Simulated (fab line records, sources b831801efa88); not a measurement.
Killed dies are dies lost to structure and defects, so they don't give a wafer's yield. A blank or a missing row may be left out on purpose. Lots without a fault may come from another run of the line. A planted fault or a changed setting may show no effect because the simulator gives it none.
fab line records | flow sky130 | part 1 of 2: steps 1 to 27 of 39
record lots=5 wafers=15 last_day=50
route steps=708 shown LI_CONTACT@381 LOCAL_INTERCONNECT@387 CONTACT@406
lots that met no fault: from a run of the same line without faults
start_h: hours from the record's first day to the start of the lot's first wafer shown | wait_h: hours since the lot's step before | " the same as in the row above | L1.1+2: a row that stands for several wafers | - no value, or no start given | * or withheld: withheld | < > ~ a bound
route shown NAME@n: a module of which the file shows steps, and the number in the route of the first | usual: mean/standard deviation of fault-free wafers | same: alike in all rows | chamber/n: place in a boat | sites: the reading at each site | _std_site: their standard deviation | _edge_site: outer sites' mean less inner sites' | radius_mm: how far each site lies from the wafer's centre | mask NAME#n: copy n | behind: the tool/chamber that last shaped the wafer | hold: why the lot was held/for how many hours/how that ended | device: the transistor (n, p or np) that didn't switch | end of line: the same wafers' tests at the end of the route | a step without rows: its recipe alone | killed: dies lost to structure and defects at the first sort, not the wafer's yield | map: a wafer's dies, x killed, . not, _ none there
set.NAME: the setting as run; set.NAME@STEP: as run at that earlier step | model.NAME: the simulator's own value behind a step, which no gauge read
lots at some steps of the route; a table a step, a row a wafer
services: from which hour (start_h, from the record's first day; less than 0 if before it) a tool's chamber was out of use, for how many hours, and why
## steps
# step SKY_LI_CONTACT_SPUTTER_19
# recipe material=Ti target_thk_nm=20 chamber_pressure_pa=5 power_w=2500 substrate_temp_c=200 time_s=106.37
# usual throttle_valve_pct=29.7/0.75
# same time_s=106.37
# columns lot.wafer tool chamber start_h wait_h throttle_valve_pct
L077.1 pvd_sputter-04 - 698.36 0.0 28.9
L077.2 " - " " 31.4
L077.3 " - " " 29.7
L076.1 pvd_sputter-02 - 699.74 0.0 29.4
L076.3 " - " " 29.2
L076.5 " - " " 29.6
L084.1 pvd_sputter-02 - 759.04 0.0 29.5
L084.2 " - " " 29.9
L084.5 " - " " 29.2
L086.1 pvd_sputter-02 - 772.46 0.0 30.1
L086.3 " - " " 29.1
L086.4 " - " " 29.1
L097.2 pvd_sputter-04 - 849.70 0.0 30.3
L097.3 " - " " 31.4
L097.6 " - " " 29.6
# step SKY_LI_CONTACT_SPUTTER_20
# recipe material=TiN target_thk_nm=20 chamber_pressure_pa=5 power_w=4000 time_s=80
# usual throttle_valve_pct=29.7/0.76
# same time_s=80
# columns lot.wafer tool chamber start_h wait_h throttle_valve_pct
L077.1 pvd_sputter-04 - 698.44 0.0 28.6
L077.2 " - " " 31.3
L077.3 " - " " 29.7
L076.1 pvd_sputter-02 - 699.82 0.0 29.4
L076.3 " - " " 29.2
L076.5 " - " " 29.2
L084.1 pvd_sputter-02 - 759.12 0.0 29.2
L084.2 " - " " 30.1
L084.5 " - " " 29.1
L086.1 pvd_sputter-02 - 772.54 0.0 30.0
L086.3 " - " " 29.3
L086.4 " - " " 29.2
L097.2 pvd_sputter-04 - 849.77 0.0 30.6
L097.3 " - " " 31.4
L097.6 " - " " 29.6
# step SKY_LI_CONTACT_CVD_21
# recipe material=W target_thk_nm=400 time_s=120.56 temp_c=400 pressure_torr=40
# usual heater_power_w=824/28
# same time_s=120.56
# columns lot.wafer tool chamber start_h wait_h heater_power_w since_wet_clean_h
L077.1 cvd_w-01 1 698.50 0.0 830 795
L077.2 " 0 " " 833 795
L077.3 " 1 " " 824 -
L076.1 cvd_w-02 0 699.88 0.0 886 296
L076.3 " 0 " " 890 -
L076.5 " 1 " " 804 -
L084.1 cvd_w-01 1 759.18 0.0 806 855
L084.2 " 0 " " 809 855
L084.5 " 0 " " 824 -
L086.1 cvd_w-01 1 772.60 0.0 830 869
L086.3 " 1 " " 831 -
L086.4 " 0 " " 805 -
L097.2 cvd_w-01 0 849.83 0.0 816 946
L097.3 " 1 " " 839 -
L097.6 " 0 " " 828 -
# step SKY_LI_CONTACT_RS_MEAS_22
# recipe thk_meas_gauge=four-point-probe reads=W_of_LI_CONTACT_CVD_21+TiN_of_LI_CONTACT_SPUTTER_20+Ti_of_LI_CONTACT_SPUTTER_19
# usual LI_CONTACT_W_RS=0.2835/0.0027
# columns lot.wafer tool chamber start_h wait_h LI_CONTACT_W_RS[ohm/sq]
L077.1 film_metro-02 - 698.63 0.1 0.2837
L077.2 " - " " 0.2856
L077.3 " - " " 0.2812
L076.1 film_metro-02 - 700.01 0.1 0.2882
L076.3 " - " " 0.2883
L076.5 " - " " 0.2855
L084.1 film_metro-04 - 759.31 0.1 0.2864
L084.2 " - " " 0.2840
L084.5 " - " " 0.2866
L086.1 film_metro-04 - 772.72 0.1 0.2848
L086.3 " - " " 0.2840
L086.4 " - " " 0.2825
L097.2 film_metro-01 - 849.98 0.1 0.2849
L097.3 " - " " 0.2834
L097.6 " - " " 0.2852
# step SKY_LI_CONTACT_THK_MEAS_23
# recipe thk_meas_gauge=xrf reads=W_of_LI_CONTACT_CVD_21
# usual LI_CONTACT_W_THK=398/6.7
# columns lot.wafer tool chamber start_h wait_h LI_CONTACT_W_THK[nm]
L077.1 film_metro-02 - 698.75 0.1 406
L077.2 " - " " 403
L077.3 " - " " 410
L076.1 film_metro-02 - 700.13 0.1 397
L076.3 " - " " 396
L076.5 " - " " 403
L084.1 film_metro-04 - 759.43 0.1 387
L084.2 " - " " 389
L084.5 " - " " 389
L086.1 film_metro-04 - 772.84 0.1 392
L086.3 " - " " 390
L086.4 " - " " 395
L097.2 film_metro-01 - 850.09 0.1 392
L097.3 " - " " 398
L097.6 " - " " 394
# step SKY_LI_CONTACT_CMP_24
# recipe stop_on=PSG t_overpolish_s=20 down_force_psi=3.5 platen_rpm=60 target_thk_nm=0 pad_velocity_m_s=0.94248
# usual motor_current_A=11.1/1.2 overpolish_run_s=20.001/0.0098 slurry_flow_ml_min=150.0/0.44 time_to_endpoint_s=98/5.3
# columns lot.wafer tool chamber start_h wait_h motor_current_A overpolish_run_s slurry_flow_ml_min time_to_endpoint_s
L077.1 cmp-01 3 698.81 0.1 10.9 20.009 150.3 103
L077.2 " 0 " " 11.7 19.987 150.8 91
L077.3 " 1 " " 12.1 20.002 149.3 93
L076.3 cmp-01 0 700.19 0.0 11.5 20.005 150.7 90
L076.1 " 3 " " 10.5 19.992 150.2 97
L076.5 " 1 " " 11.4 20.006 149.8 91
L084.1 cmp-02 1 759.59 0.1 11.4 19.996 150.2 104
L084.2 " 2 " " 10.4 19.992 150.1 101
L084.5 " 0 " " 14.2 20.003 150.4 97
L086.3 cmp-02 2 772.95 0.1 10.6 19.989 150.1 103
L086.1 " 3 " " 10.0 20.003 150.3 104
L086.4 " 0 " " 14.9 19.986 149.7 97
L097.3 cmp-01 1 850.19 0.1 11.2 19.993 150.9 93
L097.2 " 2 " " 11.2 19.996 149.7 102
L097.6 " 1 " " 11.3 19.994 150.3 93
# step SKY_LOCAL_INTERCONNECT_SPUTTER_00
# recipe material=TiN target_thk_nm=100 temp_c=300 power_w=6500 time_s=83.3 chamber_pressure_pa=0.4
# usual throttle_valve_pct=30.0/1.2
# same time_s=83.3
# columns lot.wafer tool chamber start_h wait_h throttle_valve_pct
L077.1 pvd_sputter-03 - 699.11 0.2 31.4
L077.2 " - " " 30.5
L077.3 " - " " 31.0
L076.1 pvd_sputter-01 - 700.49 0.1 29.5
L076.3 " - " " 29.3
L076.5 " - " " 31.0
L084.1 pvd_sputter-03 - 759.79 0.1 30.9
L084.2 " - " " 31.3
L084.5 " - " " 31.4
L086.1 pvd_sputter-01 - 773.20 0.1 29.5
L086.3 " - " " 31.1
L086.4 " - " " 28.9
L097.2 pvd_sputter-01 - 850.44 0.1 28.6
L097.3 " - " " 31.0
L097.6 " - " " 29.5
# step SKY_LOCAL_INTERCONNECT_RS_MEAS_01
# recipe thk_meas_gauge=four-point-probe reads=TiN_of_LOCAL_INTERCONNECT_SPUTTER_00
# usual LOCAL_INTERCONNECT_TIN_RS=14.13/0.16
# columns lot.wafer tool chamber start_h wait_h LOCAL_INTERCONNECT_TIN_RS[ohm/sq]
L077.1 film_metro-04 - 699.17 0.0 14.11
L077.2 " - " " 13.93
L077.3 " - " " 14.12
L076.1 film_metro-03 - 700.55 0.0 13.79
L076.3 " - " " 14.10
L076.5 " - " " 14.06
L084.1 film_metro-03 - 759.85 0.0 14.25
L084.2 " - " " 14.33
L084.5 " - " " 14.40
L086.1 film_metro-01 - 773.27 0.0 13.84
L086.3 " - " " 13.97
L086.4 " - " " 13.97
L097.2 film_metro-01 - 850.52 0.1 14.23
L097.3 " - " " 14.31
L097.6 " - " " 14.18
# step SKY_LOCAL_INTERCONNECT_THK_MEAS_02
# recipe thk_meas_gauge=xrf reads=TiN_of_LOCAL_INTERCONNECT_SPUTTER_00
# usual LOCAL_INTERCONNECT_TIN_THK=100.0/1.1
# columns lot.wafer tool chamber start_h wait_h LOCAL_INTERCONNECT_TIN_THK[nm]
L077.1 film_metro-04 - 699.29 0.1 99.7
L077.2 " - " " 100.7
L077.3 " - " " 99.5
L076.1 film_metro-03 - 700.67 0.1 102.2
L076.3 " - " " 100.4
L076.5 " - " " 100.1
L084.1 film_metro-03 - 759.97 0.1 99.0
L084.2 " - " " 98.4
L084.5 " - " " 98.0
L086.1 film_metro-01 - 773.39 0.1 101.8
L086.3 " - " " 101.1
L086.4 " - " " 100.7
L097.2 film_metro-01 - 850.63 0.1 99.6
L097.3 " - " " 99.2
L097.6 " - " " 100.3
# step SKY_LOCAL_INTERCONNECT_DEHYDRATE_03
# recipe temp_c=200 time_s=60
# usual heater_power_total_W=160.36/0.13
# same time_s=60
# columns lot.wafer tool chamber start_h wait_h heater_power_total_W
L077.1 litho_track-02 0 712.51 13.2 160.29
L077.2 " 0 " " 160.28
L077.3 " 0 " " 160.60
L076.1 litho_track-02 0 713.96 13.3 160.36
L076.3 " 0 " " 160.58
L076.5 " 0 " " 160.53
L084.1 litho_track-01 0 772.67 12.7 160.26
L084.2 " 0 " " 160.55
L084.5 " 0 " " 160.13
L086.1 litho_track-04 0 785.57 12.2 160.49
L086.3 " 0 " " 160.33
L086.4 " 0 " " 160.39
L097.2 litho_track-01 0 863.10 12.5 160.41
L097.3 " 0 " " 160.18
L097.6 " 0 " " 160.37
# step SKY_LOCAL_INTERCONNECT_HMDS_04
# recipe prime_time_s=60 prime_temp_c=120
# columns lot.wafer tool chamber start_h wait_h
L077.1+2+3 litho_track-02 0 712.66 0.1
L076.1+3+5 litho_track-02 0 714.11 0.1
L084.1+2+5 litho_track-01 0 772.82 0.1
L086.1+3+4 litho_track-04 0 785.72 0.1
L097.2+3+6 litho_track-01 0 863.25 0.1
# step SKY_LOCAL_INTERCONNECT_COAT_05
# recipe resist=BARC temp_c=withheld time_s=withheld spin_rpm=3000 resist_thk_nm=60
# columns lot.wafer tool chamber start_h wait_h
L077.1+2+3 litho_track-02 0 712.81 0.1
L076.1+3+5 litho_track-02 0 714.26 0.1
L084.1+2+5 litho_track-01 0 772.97 0.1
L086.1+3+4 litho_track-04 0 785.87 0.1
L097.2+3+6 litho_track-01 0 863.40 0.1
# step SKY_LOCAL_INTERCONNECT_COAT_06
# recipe resist=KrF-thick spin_rpm=3057 resist_thk_nm=450
# columns lot.wafer tool chamber start_h wait_h
L077.1+2+3 litho_track-02 0 - -
L076.1+3+5 litho_track-02 0 - -
L084.1+2+5 litho_track-01 0 - -
L086.1+3+4 litho_track-04 0 - -
L097.2+3+6 litho_track-01 0 - -
# step SKY_LOCAL_INTERCONNECT_SOFTBAKE_07
# recipe temp_c=100 time_s=90 resist=KrF-thick
# usual heater_power_total_W=57.37/0.12
# same time_s=90
# columns lot.wafer tool chamber start_h wait_h heater_power_total_W
L077.1 litho_track-02 0 - - 57.33
L077.2 " 0 " " 57.25
L077.3 " 0 " " 57.53
L076.1 litho_track-02 0 - - 57.55
L076.3 " 0 " " 57.49
L076.5 " 0 " " 57.25
L084.1 litho_track-01 0 - - 57.46
L084.2 " 0 " " 57.52
L084.5 " 0 " " 57.33
L086.1 litho_track-04 0 - - 57.48
L086.3 " 0 " " 57.36
L086.4 " 0 " " 57.47
L097.2 litho_track-01 0 - - 57.48
L097.3 " 0 " " 57.56
L097.6 " 0 " " 57.14
# step SKY_LOCAL_INTERCONNECT_EXPOSE_08
# recipe mask_id=LI1M na=0.8 source_shape=annular sigma_inner=0.55 sigma_outer=0.85 target_cd_nm=170 dose_mj=28
# columns lot.wafer tool chamber start_h wait_h mask
L077.1+2+3 krf_scanner-01 0 - - LI1M#0
L076.1+3+5 krf_scanner-01 0 - - LI1M#0
L084.1+2+5 krf_scanner-02 0 - - LI1M#0
L086.1+3+4 krf_scanner-02 0 - - LI1M#0
L097.2+3+6 krf_scanner-01 0 - - LI1M#0
# step SKY_LOCAL_INTERCONNECT_PEB_09
# recipe peb_temp_c=withheld peb_time_s=withheld resist=KrF-thick
# columns lot.wafer tool chamber start_h wait_h
L077.1+2+3 litho_track-02 0 - -
L076.1+3+5 litho_track-02 0 - -
L084.1+2+5 litho_track-01 0 - -
L086.1+3+4 litho_track-02 0 - -
L097.2+3+6 litho_track-02 0 - -
# step SKY_LOCAL_INTERCONNECT_DEVELOP_10
# recipe develop_time_s=60 resist=KrF-thick dev_temp_c=21
# columns lot.wafer tool chamber start_h wait_h
L077.1+2+3 litho_track-02 0 - -
L076.1+3+5 litho_track-02 0 - -
L084.1+2+5 litho_track-01 0 - -
L086.1+3+4 litho_track-02 0 - -
L097.2+3+6 litho_track-02 0 - -
# step SKY_LOCAL_INTERCONNECT_CD_MEAS_11
# recipe target_cd_nm=170
# usual cd_nm=169.2/1.4
# columns lot.wafer tool chamber start_h wait_h cd_nm
L077.1 cd_sem-01 - 727.11 - 169.3
L077.2 " - " " 168.3
L077.3 " - " " 168.6
L076.1 cd_sem-02 - 728.26 - 166.9
L076.3 " - " " 166.5
L076.5 " - " " 166.3
L084.1 cd_sem-02 - 786.42 - 169.2
L084.2 " - " " 171.5
L084.5 " - " " 170.9
L086.1 cd_sem-02 - 798.51 - 167.8
L086.3 " - " " 168.6
L086.4 " - " " 168.5
L097.2 cd_sem-01 - 876.48 - 170.5
L097.3 " - " " 170.0
L097.6 " - " " 169.8
# step SKY_LOCAL_INTERCONNECT_OVL_MEAS_12
# usual LOCAL_INTERCONNECT_OVL=1/5.9
# columns lot.wafer tool chamber start_h wait_h LOCAL_INTERCONNECT_OVL[nm]
L077.1 overlay-02 - 727.23 0.1 -7
L077.2 " - " " -7
L077.3 " - " " -3
L076.1 overlay-01 - 728.38 0.1 0
L076.3 " - " " -1
L076.5 " - " " -3
L084.1 overlay-01 - 786.54 0.1 11
L084.2 " - " " 5
L084.5 " - " " 15
L086.1 overlay-02 - 798.63 0.1 2
L086.3 " - " " -1
L086.4 " - " " 0
L097.2 overlay-02 - 876.59 0.1 5
L097.3 " - " " 1
L097.6 " - " " 8
# step SKY_LOCAL_INTERCONNECT_ETCH_13
# recipe chemistry=N2/H2 target=BARC ion_energy_ev=200 bias_w=100 pressure_mtorr=30 n2_flow_sccm=100 h2_flow_sccm=200 icp_w=500 stop_on=SiO2 time_s=45.9 target_depth_a=600
# usual drypump_motor_current_A=5.8/0.52 h2_flow_sccm=200.0/0.57 oes_product_au=0.855/0.0052 throttle_valve_pct=13.226/0.0081
# same time_s=45.9
# columns lot.wafer tool chamber start_h wait_h drypump_motor_current_A h2_flow_sccm oes_product_au rf_hours_counter_h throttle_valve_pct
L077.1 rie_metal-02 1 727.27 0.0 6.7 200.2 0.847 5 13.232
L077.2 " 0 " " 6.2 199.9 0.868 15 13.220
L077.3 " 1 " " 6.7 199.4 0.859 - 13.235
L076.1 rie_metal-04 0 728.42 0.0 5.6 199.9 0.860 15 13.223
L076.3 " 0 " " 5.6 199.7 0.858 - 13.228
L076.5 " 1 " " 5.2 200.2 0.855 - 13.214
L084.1 rie_metal-04 1 786.58 0.0 5.2 200.3 0.857 15 13.215
L084.2 " 0 " " 5.6 200.2 0.855 0 13.222
L084.5 " 0 " " 5.6 199.9 0.852 - 13.234
L086.1 rie_metal-04 0 798.67 0.0 5.6 199.8 0.854 1 13.222
L086.3 " 0 " " 5.6 201.1 0.854 - 13.247
L086.4 " 1 " " 5.2 200.5 0.846 - 13.238
L097.2 rie_metal-02 0 876.62 0.0 6.2 199.4 0.864 3 13.229
L097.3 " 1 " " 6.7 201.6 0.837 - 13.228
L097.6 " 1 " " 6.7 199.8 0.855 - 13.238
# step SKY_LOCAL_INTERCONNECT_METAL_ETCH_14
# recipe target_depth_nm=110 stop_on=PSG chemistry=Cl2/BCl3 target=TiN resist_sidewall_deg=88 pressure_mtorr=10 icp_w=900 bias_w=48.5 Cl2_flow_sccm=60 bcl3_flow_sccm=30 time_s=31.4
# usual bcl3_flow_sccm=30.00/0.084 drypump_motor_current_A=5.8/0.52 oes_product_au=0.942/0.0078 throttle_valve_pct=21.900/0.0097
# same time_s=31.4
# columns lot.wafer tool chamber start_h wait_h bcl3_flow_sccm drypump_motor_current_A oes_product_au rf_hours_counter_h throttle_valve_pct
L077.1 rie_metal-02 1 727.33 0.0 29.99 6.7 0.937 5 21.897
L077.2 " 0 " " 29.89 6.2 0.950 15 21.885
L077.3 " 1 " " 30.04 6.7 0.936 - 21.900
L076.1 rie_metal-04 0 728.48 0.0 29.82 5.6 0.967 15 21.877
L076.3 " 0 " " 29.97 5.6 0.946 - 21.900
L076.5 " 1 " " 29.89 5.2 0.947 - 21.884
L084.1 rie_metal-04 1 786.64 0.0 30.12 5.2 0.935 15 21.921
L084.2 " 0 " " 29.96 5.6 0.939 0 21.897
L084.5 " 0 " " 30.10 5.6 0.932 - 21.931
L086.1 rie_metal-04 0 798.73 0.0 30.08 5.6 0.949 1 21.899
L086.3 " 0 " " 29.96 5.6 0.947 - 21.885
L086.4 " 1 " " 29.94 5.2 0.942 - 21.895
L097.2 rie_metal-02 0 876.68 0.0 29.98 6.2 0.935 3 21.906
L097.3 " 1 " " 30.18 6.7 0.932 - 21.923
L097.6 " 1 " " 30.22 6.7 0.939 - 21.900
# step SKY_LOCAL_INTERCONNECT_STRIP_15
# recipe chemistry=O2/N2 power_w=1400 pressure_mtorr=1500 platen_temp_c=withheld o2_flow_sccm=3000 n2_flow_sccm=300 overash_fraction=0.5
# usual drypump_motor_current_A=5.8/0.54 oes_product_au=0.426/0.0043 strip_time_to_endpoint_s=4.673/0.021
# same overash_fraction=0.5
# columns lot.wafer tool chamber start_h wait_h drypump_motor_current_A oes_product_au rf_hours_counter_h strip_time_to_endpoint_s
L077.1 plasma_asher-03 1 727.38 0.0 6.3 0.426 103 4.670
L077.2 " 0 " " 6.6 0.424 103 4.677
L077.3 " 0 " " 6.6 0.430 - 4.677
L076.1 plasma_asher-03 1 728.53 0.0 6.3 0.420 103 4.682
L076.3 " 0 " " 6.6 0.431 - 4.701
L076.5 " 1 " " 6.3 0.426 - 4.686
L084.1 plasma_asher-04 1 786.69 0.0 5.4 0.427 67 4.675
L084.2 " 0 " " 5.5 0.435 67 4.663
L084.5 " 1 " " 5.4 0.431 - 4.672
L086.1 plasma_asher-04 0 798.79 0.0 5.5 0.424 69 4.674
L086.3 " 1 " " 5.4 0.422 - 4.674
L086.4 " 0 " " 5.5 0.426 - 4.661
L097.2 plasma_asher-03 0 876.74 0.0 6.6 0.421 14 4.693
L097.3 " 0 " " 6.6 0.434 - 4.682
L097.6 " 0 " " 6.6 0.421 - 4.690
# step SKY_LOCAL_INTERCONNECT_STRIP_16
# recipe chemistry=post_etch_residue_remover time_s=1200 temp_c=72.5
# same time_s=1200
# columns lot.wafer tool chamber start_h wait_h
L077.1+2+3 wet_bench-01 2 727.48 0.1
L076.1+3+5 wet_bench-03 3 728.63 0.1
L084.1+2+5 wet_bench-03 2 786.79 0.1
L086.1+3+4 wet_bench-01 1 798.89 0.1
L097.2+3+6 wet_bench-02 1 876.84 0.1
# step SKY_LOCAL_INTERCONNECT_CLEAN_17
# recipe chemistry=IPA time_s=180 temp_c=25
# same time_s=180
# columns lot.wafer tool chamber start_h wait_h
L077.1+2+3 wet_bench-03 3 727.83 0.0
L076.1+3+5 wet_bench-01 1 728.98 0.0
L084.1+2+5 wet_bench-01 3 787.13 0.0
L086.1+3+4 wet_bench-02 1 799.23 0.0
L097.2+3+6 wet_bench-03 3 877.18 0.0
# step SKY_LOCAL_INTERCONNECT_CLEAN_18
# recipe chemistry=O3/DIW dry=n2_spin
# columns lot.wafer tool chamber start_h wait_h
L077.1+2+3 wet_bench-02 3 727.88 0.0
L076.1+3+5 wet_bench-02 2 729.03 0.0
L084.1+2+5 wet_bench-03 2 787.19 0.0
L086.1+3+4 wet_bench-01 0 799.29 0.0
L097.2+3+6 wet_bench-01 3 877.25 0.0
# step SKY_CONTACT_CVD_00
# recipe material=Si3N4 target_thk_nm=75 temp_c=400 time_s=withheld rf_w=450
# usual heater_power_w=702/59
# columns lot.wafer tool chamber start_h wait_h heater_power_w
L077.1 pecvd-02 0 727.98 0.0 683
L077.2 " 2 " " 746
L077.3 " 1 " " 695
L076.1 pecvd-01 2 729.13 0.0 590
L076.3 " 1 " " 703
L076.5 " 1 " " 696
L084.1 pecvd-03 0 787.28 0.0 725
L084.2 " 1 " " 693
L084.5 " 2 " " 741
L086.1 pecvd-03 1 799.38 0.0 629
L086.3 " 2 " " 713
L086.4 " 1 " " 619
L097.2 pecvd-01 0 877.34 0.0 739
L097.3 " 2 " " 561
L097.6 " 1 " " 793
# step SKY_CONTACT_THK_MEAS_01
# recipe reads=Si3N4_of_CONTACT_CVD_00
# usual CONTACT_CVD_00_THK=75.1/0.89
# columns lot.wafer tool chamber start_h wait_h CONTACT_CVD_00_THK[nm]
L077.1 film_metro-03 - 728.01 - 76.2
L077.2 " - " " 75.0
L077.3 " - " " 73.7
L076.1 film_metro-03 - 729.16 - 75.0
L076.3 " - " " 74.7
L076.5 " - " " 76.1
L084.1 film_metro-01 - 787.32 - 73.9
L084.2 " - " " 74.3
L084.5 " - " " 75.1
L086.1 film_metro-03 - 799.41 - 74.6
L086.3 " - " " 74.6
L086.4 " - " " 75.1
L097.2 film_metro-03 - 877.38 - 74.1
L097.3 " - " " 75.7
L097.6 " - " " 74.8
